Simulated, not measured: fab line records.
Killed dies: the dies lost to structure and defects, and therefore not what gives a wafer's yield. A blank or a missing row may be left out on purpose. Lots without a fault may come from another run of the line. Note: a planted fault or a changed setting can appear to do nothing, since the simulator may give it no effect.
What tool caused it? || flow sky130 || 15 lots with 45 wafers sampled at 2 steps, on a route of 708 steps

WHAT EACH GAUGE READ, for each wafer
SKY_CONTACT_OVL_MEAS_15. Usual: for CONTACT_OVL the level is -5 nm and the standard deviation is 5.1.
{"lot": "L458", "measured": "day 31 06:40", "on": "overlay-02", "CONTACT_OVL (nm)": "-17 -10 -13", "flag": ""}
{"lot": "L459", "measured": "day 31 16:46", "on": "overlay-01", "CONTACT_OVL (nm)": "3 -10 -7", "flag": ""}
{"lot": "L462", "measured": "day 32 21:19", "on": "overlay-02", "CONTACT_OVL (nm)": "-14 -12 -7", "flag": ""}
{"lot": "L463", "measured": "day 33 03:04", "on": "overlay-01", "CONTACT_OVL (nm)": "5 -3 1", "flag": ""}
{"lot": "L464", "measured": "day 33 19:53", "on": "overlay-01", "CONTACT_OVL (nm)": "-1 1 -4", "flag": ""}
{"lot": "L465", "measured": "day 33 21:56", "on": "overlay-02", "CONTACT_OVL (nm)": "-6 2 3", "flag": ""}
{"lot": "L466", "measured": "day 34 02:49", "on": "overlay-02", "CONTACT_OVL (nm)": "-4 1 -4", "flag": ""}
{"lot": "L467", "measured": "day 34 13:51", "on": "overlay-01", "CONTACT_OVL (nm)": "0 -1 -9", "flag": ""}
{"lot": "L468", "measured": "day 34 23:52", "on": "overlay-01", "CONTACT_OVL (nm)": "-8 -10 -4", "flag": ""}
{"lot": "L469", "measured": "day 35 11:17", "on": "overlay-01", "CONTACT_OVL (nm)": "-9 -11 -3", "flag": ""}
{"lot": "L472", "measured": "day 36 05:04", "on": "overlay-02", "CONTACT_OVL (nm)": "1 -1 -1", "flag": ""}
{"lot": "L476", "measured": "day 37 01:17", "on": "overlay-02", "CONTACT_OVL (nm)": "39 36 43", "flag": "OFF"}
{"lot": "L478", "measured": "day 38 00:32", "on": "overlay-02", "CONTACT_OVL (nm)": "47 40 37", "flag": "OFF"}
{"lot": "L479", "measured": "day 38 12:41", "on": "overlay-01", "CONTACT_OVL (nm)": "46 48 37", "flag": "OFF"}
{"lot": "L480", "measured": "day 38 21:10", "on": "overlay-02", "CONTACT_OVL (nm)": "-15 -13 -12", "flag": ""}

WHAT TOOL EACH LOT RAN ON (gives the tool, then ch and the chambers of the sampled wafers, and finally the start)
{"lot": "L458", "SKY_CONTACT_EXPOSE_11": "krfScanner-02 ch 0, day 30 16:56"}
{"lot": "L459", "SKY_CONTACT_EXPOSE_11": "krfScanner-02 ch 0, day 31 02:58"}
{"lot": "L462", "SKY_CONTACT_EXPOSE_11": "krfScanner-02 ch 0, day 32 07:37"}
{"lot": "L463", "SKY_CONTACT_EXPOSE_11": "krfScanner-02 ch 0, day 32 14:22"}
{"lot": "L464", "SKY_CONTACT_EXPOSE_11": "krfScanner-02 ch 0, day 33 05:44"}
{"lot": "L465", "SKY_CONTACT_EXPOSE_11": "krfScanner-01 ch 0, day 33 08:22"}
{"lot": "L466", "SKY_CONTACT_EXPOSE_11": "krfScanner-01 ch 0, day 33 13:08"}
{"lot": "L467", "SKY_CONTACT_EXPOSE_11": "krfScanner-02 ch 0, day 34 00:40"}
{"lot": "L468", "SKY_CONTACT_EXPOSE_11": "krfScanner-02 ch 0, day 34 10:20"}
{"lot": "L469", "SKY_CONTACT_EXPOSE_11": "krfScanner-02 ch 0, day 34 22:35"}
{"lot": "L472", "SKY_CONTACT_EXPOSE_11": "krfScanner-02 ch 0, day 35 15:59"}
{"lot": "L476", "SKY_CONTACT_EXPOSE_11": "krfScanner-01 ch 0, day 36 12:37"}
{"lot": "L478", "SKY_CONTACT_EXPOSE_11": "krfScanner-01 ch 0, day 37 11:36"}
{"lot": "L479", "SKY_CONTACT_EXPOSE_11": "krfScanner-01 ch 0, day 38 00:31"}
{"lot": "L480", "SKY_CONTACT_EXPOSE_11": "krfScanner-02 ch 0, day 38 08:32"}
- SKY_CONTACT_EXPOSE_11: exposes mask CTM1, target cd 170 nm.

AS READ BY THE TOOLS THEMSELVES (means over the sampled wafers that have a number; for cases with no such wafer, the mark the record gives instead)
SKY_CONTACT_EXPOSE_11. Usual: exposureDoseMJCm2 reads 37.98 (standard deviation 0.038).
{"lot": "L458", "tool": "krfScanner-02", "exposureDoseMJCm2": 37.97, "flag": ""}
{"lot": "L459", "tool": "krfScanner-02", "exposureDoseMJCm2": 37.98, "flag": ""}
{"lot": "L462", "tool": "krfScanner-02", "exposureDoseMJCm2": 37.97, "flag": ""}
{"lot": "L463", "tool": "krfScanner-02", "exposureDoseMJCm2": 37.97, "flag": ""}
{"lot": "L464", "tool": "krfScanner-02", "exposureDoseMJCm2": 37.96, "flag": ""}
{"lot": "L465", "tool": "krfScanner-01", "exposureDoseMJCm2": 37.95, "flag": ""}
{"lot": "L466", "tool": "krfScanner-01", "exposureDoseMJCm2": 38.03, "flag": ""}
{"lot": "L467", "tool": "krfScanner-02", "exposureDoseMJCm2": 37.94, "flag": ""}
{"lot": "L468", "tool": "krfScanner-02", "exposureDoseMJCm2": 38.02, "flag": ""}
{"lot": "L469", "tool": "krfScanner-02", "exposureDoseMJCm2": 38.00, "flag": ""}
{"lot": "L472", "tool": "krfScanner-02", "exposureDoseMJCm2": 38.01, "flag": ""}
{"lot": "L476", "tool": "krfScanner-01", "exposureDoseMJCm2": 37.97, "flag": ""}
{"lot": "L478", "tool": "krfScanner-01", "exposureDoseMJCm2": 37.98, "flag": ""}
{"lot": "L479", "tool": "krfScanner-01", "exposureDoseMJCm2": 37.96, "flag": ""}
{"lot": "L480", "tool": "krfScanner-02", "exposureDoseMJCm2": 38.02, "flag": ""}

THE ANSWER, worked out from the rows above alone
Rule: lot off if the mean of its wafers having a number is beyond 3 standard deviations from the usual mean. A lot without any number at a reading at which 4 lots or more have one is off too. The other lots that the step has rows for count as sound. Order of review: gauges by route order, followed by the tools' own readings, for which a lot's mean as printed above is used. The first step at which some lot is off is used, and at that step the reading that is off furthest; a lot without a number counts as furthest.
Off: L476, L478, L479, seen at SKY_CONTACT_OVL_MEAS_15 (CONTACT_OVL).
A tool fits if, at a process step before that reading, it ran every lot that is off, and no sound lot after the first of them. The gauges at SKY_CONTACT_OVL_MEAS_15 are tried like those tools. One fits: SKY_CONTACT_EXPOSE_11 on krfScanner-01. Its last sound lot is L466 (day 33 13:08), its first lot that is off L476 (day 36 12:37): a fault that began between those two fits.

WHAT HAD BEEN PUT IN BY THE SIMULATOR
Scanner matching overlay: krfScanner-01, from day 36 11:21 on, at SKY_CONTACT_EXPOSE_11. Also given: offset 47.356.
Lots struck among those shown: L476, L478, L479. The same result came from the rule above.
